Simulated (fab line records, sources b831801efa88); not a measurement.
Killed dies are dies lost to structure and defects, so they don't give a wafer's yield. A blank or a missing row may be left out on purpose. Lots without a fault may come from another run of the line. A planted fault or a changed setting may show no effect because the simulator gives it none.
Which tool did it? | flow sfq_line | 14 lots, 42 wafers sampled, at 7 steps of a route of 325

WHAT THE GAUGES READ, wafer by wafer
SFQ_L0_RS_MEAS_901: measures by four-point-probe. Usual: L0_MONX_KI_RS 43.4 ohm/sq, standard deviation 0.39.
lot  | measured    | on            | L0_MONX_KI_RS (ohm/sq) | flag
L103 | day 1 12:34 | film_metro-01 | 43.5 43.1 42.8         |
L104 | day 1 17:34 | film_metro-01 | 42.9 43.1 43.2         |
L106 | day 2 03:34 | film_metro-03 | 43.2 43.2 43.1         |
L107 | day 2 08:34 | film_metro-02 | 43.7 44.0 44.0         |
L108 | day 2 13:34 | film_metro-03 | 42.5 42.7 42.4         |
L109 | day 2 18:36 | film_metro-03 | 43.6 43.5 43.6         |
L113 | day 3 14:35 | film_metro-03 | 33.8 33.7 33.7         | OFF
L115 | day 4 00:34 | film_metro-02 | 33.5 33.6 33.4         | OFF
L119 | day 4 20:34 | film_metro-01 | 43.8 43.4 43.9         |
L120 | day 5 01:34 | film_metro-01 | 43.7 43.3 43.4         |
L121 | day 5 06:34 | film_metro-02 | 43.7 43.2 43.6         |
L123 | day 5 16:36 | film_metro-01 | 43.6 43.4 43.2         |
L125 | day 6 02:37 | film_metro-03 | 42.7 43.2 43.6         |
L126 | day 6 07:35 | film_metro-01 | 43.5 43.8 43.5         |

SFQ_L0_THK_MEAS_902: measures by xrf. Usual: L0_MONX_KI_THK 39.7 nm, standard deviation 0.38.
lot  | measured    | on            | L0_MONX_KI_THK (nm) | flag
L103 | day 1 12:41 | film_metro-01 | 39.6 39.8 39.7      |
L104 | day 1 17:41 | film_metro-01 | 40.0 40.2 39.9      |
L106 | day 2 03:41 | film_metro-03 | 39.8 39.8 39.8      |
L107 | day 2 08:41 | film_metro-02 | 39.5 39.2 39.7      |
L108 | day 2 13:41 | film_metro-03 | 40.5 40.2 40.4      |
L109 | day 2 18:42 | film_metro-03 | 39.4 39.7 39.2      |
L113 | day 3 14:41 | film_metro-03 | 50.8 51.0 51.0      | OFF
L115 | day 4 00:41 | film_metro-02 | 52.1 51.8 52.2      | OFF
L119 | day 4 20:41 | film_metro-01 | 39.2 39.0 39.1      |
L120 | day 5 01:41 | film_metro-01 | 39.9 39.6 39.7      |
L121 | day 5 06:41 | film_metro-02 | 39.7 40.1 39.6      |
L123 | day 5 16:42 | film_metro-01 | 39.7 39.6 39.8      |
L125 | day 6 02:43 | film_metro-03 | 40.1 39.5 39.2      |
L126 | day 6 07:41 | film_metro-01 | 39.6 39.1 39.6      |

SFQ_I4_BOW_MEAS_927. Usual: I4_BOW 3 um, standard deviation 12.
lot  | measured     | on            | I4_BOW (um) | flag
L103 | day 44 14:50 | film_metro-02 | -7 -2 -6    |
L104 | day 44 17:50 | film_metro-02 | -3 3 -2     |
L106 | day 51 16:33 | film_metro-03 | -2 0 5      |
L107 | day 51 20:19 | film_metro-03 | 10 -5 10    |
L108 | day 52 10:38 | film_metro-03 | -2 -8 7     |
L109 | day 52 16:52 | film_metro-04 | 7 8 5       |
L113 | day 59 12:10 | film_metro-02 | 16 28 22    |
L115 | day 60 02:52 | film_metro-02 | -7 -9 -19   |
L119 | day 61 23:00 | film_metro-03 | 11 -2 9     |
L120 | day 62 11:44 | film_metro-04 | -6 -17 -11  |
L121 | day 63 00:16 | film_metro-03 | 14 29 18    |
L123 | day 63 17:02 | film_metro-02 | 14 24 13    |
L125 | day 64 05:04 | film_metro-04 | -11 -5 -7   |
L126 | day 64 11:01 | film_metro-04 | -7 -15 1    |

WHICH TOOL RAN EACH LOT (tool, then ch and the chambers of the sampled wafers, then the start)
lot  | SFQ_TRILAYER_L0_DEP_SPUTTER_003 | SFQ_TRILAYER_L0_BARC_OPEN_METAL_ETCH_010 | SFQ_TRILAYER_L0_ETCH_METAL_ETCH_008 | SFQ_TRILAYER_I0_VIA_STRIP_STRIP_035
L103 | pvd_sputter-04, day 1 12:29     | rie_metal-04 ch 0,1, day 4 14:02         | rie_metal-04 ch 0,1, day 4 14:05    | rie_metal-02 ch 1, day 17 16:17
L104 | pvd_sputter-04, day 1 17:29     | rie_metal-04 ch 0,1, day 4 16:26         | rie_metal-04 ch 0,1, day 4 16:29    | rie_metal-02 ch 1, day 17 23:29
L106 | pvd_sputter-06, day 2 03:29     | rie_metal-04 ch 0,1, day 5 02:02         | rie_metal-04 ch 0,1, day 5 02:05    | rie_metal-02 ch 0,1, day 19 00:49
L107 | pvd_sputter-03, day 2 08:29     | rie_metal-02 ch 0,1, day 5 05:38         | rie_metal-02 ch 0,1, day 5 05:41    | rie_metal-02 ch 1, day 19 11:37
L108 | pvd_sputter-04, day 2 13:29     | rie_metal-04 ch 0,1, day 5 12:50         | rie_metal-04 ch 0,1, day 5 12:53    | rie_metal-03 ch 1, day 20 09:04
L109 | pvd_sputter-04, day 2 18:29     | rie_metal-02 ch 0,1, day 5 21:15         | rie_metal-02 ch 0,1, day 5 21:18    | rie_metal-02 ch 0,1, day 20 19:55
L113 | pvd_sputter-04, day 3 14:29     | rie_metal-02 ch 0,1, day 6 22:47         | rie_metal-02 ch 0,1, day 6 22:50    | rie_metal-03 ch 0,1, day 22 10:31
L115 | pvd_sputter-04, day 4 00:29     | rie_metal-04 ch 0,1, day 7 09:49         | rie_metal-04 ch 0,1, day 7 09:53    | rie_metal-03 ch 0,1, day 23 02:07
L119 | pvd_sputter-03, day 4 20:29     | rie_metal-01 ch 0,1, day 8 15:44         | rie_metal-01 ch 0,1, day 8 15:47    | rie_metal-02 ch 0,1, day 24 18:04
L120 | pvd_sputter-06, day 5 01:29     | rie_metal-01 ch 0,1, day 8 21:44         | rie_metal-01 ch 0,1, day 8 21:47    | rie_metal-02 ch 0,1, day 25 03:44
L121 | pvd_sputter-06, day 5 06:29     | rie_metal-02 ch 0,1, day 9 04:56         | rie_metal-02 ch 0,1, day 9 04:59    | rie_metal-01 ch 0,1, day 25 19:23
L123 | pvd_sputter-03, day 5 16:29     | rie_metal-02 ch 0,1, day 9 16:05         | rie_metal-02 ch 0,1, day 9 16:08    | rie_metal-03 ch 0,1, day 26 22:48
L125 | pvd_sputter-03, day 6 02:29     | rie_metal-02 ch 0,1, day 10 00:41        | rie_metal-02 ch 0,1, day 10 00:44   | rie_metal-01 ch 0,1, day 27 13:12
L126 | pvd_sputter-06, day 6 07:29     | rie_metal-02 ch 0,1, day 10 04:16        | rie_metal-02 ch 0,1, day 10 04:19   | rie_metal-03 ch 0,1, day 27 19:00
- SFQ_TRILAYER_L0_DEP_SPUTTER_003: material MoNx KI, target thk 40 nm, time 100 s.
- SFQ_TRILAYER_L0_BARC_OPEN_METAL_ETCH_010: etches BARC in O2, target depth 125 nm, time 41.7 s.
- SFQ_TRILAYER_L0_ETCH_METAL_ETCH_008: etches MoNx KI in SF6/O2, stops on SiO2, target depth 50 nm, time 25 s.
- SFQ_TRILAYER_I0_VIA_STRIP_STRIP_035: strips in O2.

WHAT THE TOOLS THEMSELVES READ (means of the sampled wafers that have a number; where no wafer has one, the mark that the record gives instead)
SFQ_TRILAYER_L0_DEP_SPUTTER_003. Usual: cathode_dc_power_W 799.99 W, standard deviation 0.16; throttle_valve_pct 29.7 %, standard deviation 0.88.
lot  | tool           | cathode_dc_power_W (W) | throttle_valve_pct (%) | flag
L103 | pvd_sputter-04 | 799.97                 | 29.6                   |
L104 | pvd_sputter-04 | 800.15                 | 29.9                   |
L106 | pvd_sputter-06 | 799.82                 | 29.9                   |
L107 | pvd_sputter-03 | 799.96                 | 29.8                   |
L108 | pvd_sputter-04 | 799.94                 | 29.6                   |
L109 | pvd_sputter-04 | 799.97                 | 30.0                   |
L113 | pvd_sputter-04 | 1043.10                | 29.3                   | OFF
L115 | pvd_sputter-04 | 1043.07                | 30.2                   | OFF
L119 | pvd_sputter-03 | 799.87                 | 29.7                   |
L120 | pvd_sputter-06 | 800.16                 | 28.8                   |
L121 | pvd_sputter-06 | 799.96                 | 29.2                   |
L123 | pvd_sputter-03 | 800.05                 | 30.0                   |
L125 | pvd_sputter-03 | 799.82                 | 29.4                   |
L126 | pvd_sputter-06 | 800.07                 | 30.0                   |

SFQ_TRILAYER_L0_BARC_OPEN_METAL_ETCH_010. Usual: drypump_motor_current_A 5.8 A, standard deviation 0.3; oes_product_au 0.684 a.u., standard deviation 0.0043.
lot  | tool         | drypump_motor_current_A (A) | oes_product_au (a.u.) | flag
L103 | rie_metal-04 | 5.9                         | 0.686                 |
L104 | rie_metal-04 | 6.1                         | 0.686                 |
L106 | rie_metal-04 | 6.2                         | 0.685                 |
L107 | rie_metal-02 | 5.6                         | 0.682                 |
L108 | rie_metal-04 | 6.1                         | 0.683                 |
L109 | rie_metal-02 | 5.8                         | 0.688                 |
L113 | rie_metal-02 | 5.6                         | 0.681                 |
L115 | rie_metal-04 | 5.9                         | 0.688                 |
L119 | rie_metal-01 | 5.8                         | 0.681                 |
L120 | rie_metal-01 | 5.8                         | 0.684                 |
L121 | rie_metal-02 | 5.8                         | 0.685                 |
L123 | rie_metal-02 | 5.8                         | 0.684                 |
L125 | rie_metal-02 | 5.7                         | 0.685                 |
L126 | rie_metal-02 | 5.7                         | 0.683                 |

SFQ_TRILAYER_L0_ETCH_METAL_ETCH_008. Usual: drypump_motor_current_A 5.83 A, standard deviation 0.3; oes_product_au 0.874 a.u., standard deviation 0.0062.
lot  | tool         | drypump_motor_current_A (A) | oes_product_au (a.u.) | flag
L103 | rie_metal-04 | 5.91                        | 0.876                 |
L104 | rie_metal-04 | 6.16                        | 0.880                 |
L106 | rie_metal-04 | 6.15                        | 0.881                 |
L107 | rie_metal-02 | 5.64                        | 0.874                 |
L108 | rie_metal-04 | 6.14                        | 0.881                 |
L109 | rie_metal-02 | 5.82                        | 0.869                 |
L113 | rie_metal-02 | 5.66                        | 0.993                 | OFF
L115 | rie_metal-04 | 5.89                        | 0.989                 | OFF
L119 | rie_metal-01 | 5.79                        | 0.865                 |
L120 | rie_metal-01 | 5.78                        | 0.878                 |
L121 | rie_metal-02 | 5.82                        | 0.876                 |
L123 | rie_metal-02 | 5.82                        | 0.874                 |
L125 | rie_metal-02 | 5.65                        | 0.880                 |
L126 | rie_metal-02 | 5.64                        | 0.873                 |

SFQ_TRILAYER_I0_VIA_STRIP_STRIP_035. Usual: drypump_motor_current_A 5.85 A, standard deviation 0.24; oes_product_au 1.000 a.u., standard deviation 0.0087.
lot  | tool         | drypump_motor_current_A (A) | oes_product_au (a.u.) | flag
L103 | rie_metal-02 | 5.99                        | 1.001                 |
L104 | rie_metal-02 | 5.99                        | 1.001                 |
L106 | rie_metal-02 | 5.64                        | 0.997                 |
L107 | rie_metal-02 | 5.98                        | 0.987                 |
L108 | rie_metal-03 | 5.82                        | 1.002                 |
L109 | rie_metal-02 | 5.64                        | 1.001                 |
L113 | rie_metal-03 | 6.15                        | 1.001                 |
L115 | rie_metal-03 | 6.16                        | 1.000                 |
L119 | rie_metal-02 | 5.81                        | 0.996                 |
L120 | rie_metal-02 | 5.64                        | 0.995                 |
L121 | rie_metal-01 | 5.70                        | 1.015                 |
L123 | rie_metal-03 | 5.99                        | 0.988                 |
L125 | rie_metal-01 | 5.70                        | 1.009                 |
L126 | rie_metal-03 | 5.98                        | 0.992                 |

THE ANSWER, worked out from the rows above alone
Rule: a lot is off if the mean of its wafers that have a number lies more than 3 standard deviations from the usual mean. A lot without any number at a reading at which 4 lots or more have one is off too. The other lots that the step has rows for count as sound. The gauges are gone through in route order, then the tools' own readings, and for those a lot's mean is taken as printed above. The first step at which some lot is off is used, and at that step the reading that is off furthest; a lot without a number counts as furthest.
Off: L113, L115, at SFQ_L0_RS_MEAS_901 (L0_MONX_KI_RS).
A tool fits if, at a process step before that reading, it ran every lot that is off, and no sound lot after the first of them. The gauges at SFQ_L0_RS_MEAS_901 aren't tried: what is off there is off at SFQ_TRILAYER_L0_DEP_SPUTTER_003 too, on other tools, and a gauge's error can't cause that. One fits: pvd_sputter-04 at SFQ_TRILAYER_L0_DEP_SPUTTER_003. Its last sound lot is L109 (day 2 18:29), its first lot that is off L113 (day 3 14:29): a fault that began between those two fits.
The tool's own readings at SFQ_TRILAYER_L0_DEP_SPUTTER_003 bear it out: on the lots that are off they differ by more than 5 times the standard deviation of the sound lots' means. cathode_dc_power_W reads 1043.09 W there against 799.98 W on the sound lots.

WHAT THE SIMULATOR HAD PUT IN
Process parameter drift: pvd_sputter-04, from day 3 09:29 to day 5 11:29, at SFQ_TRILAYER_L0_DEP_SPUTTER_003. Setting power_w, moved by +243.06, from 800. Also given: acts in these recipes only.
Lots struck among those shown: L113, L115. The rule above found the same.
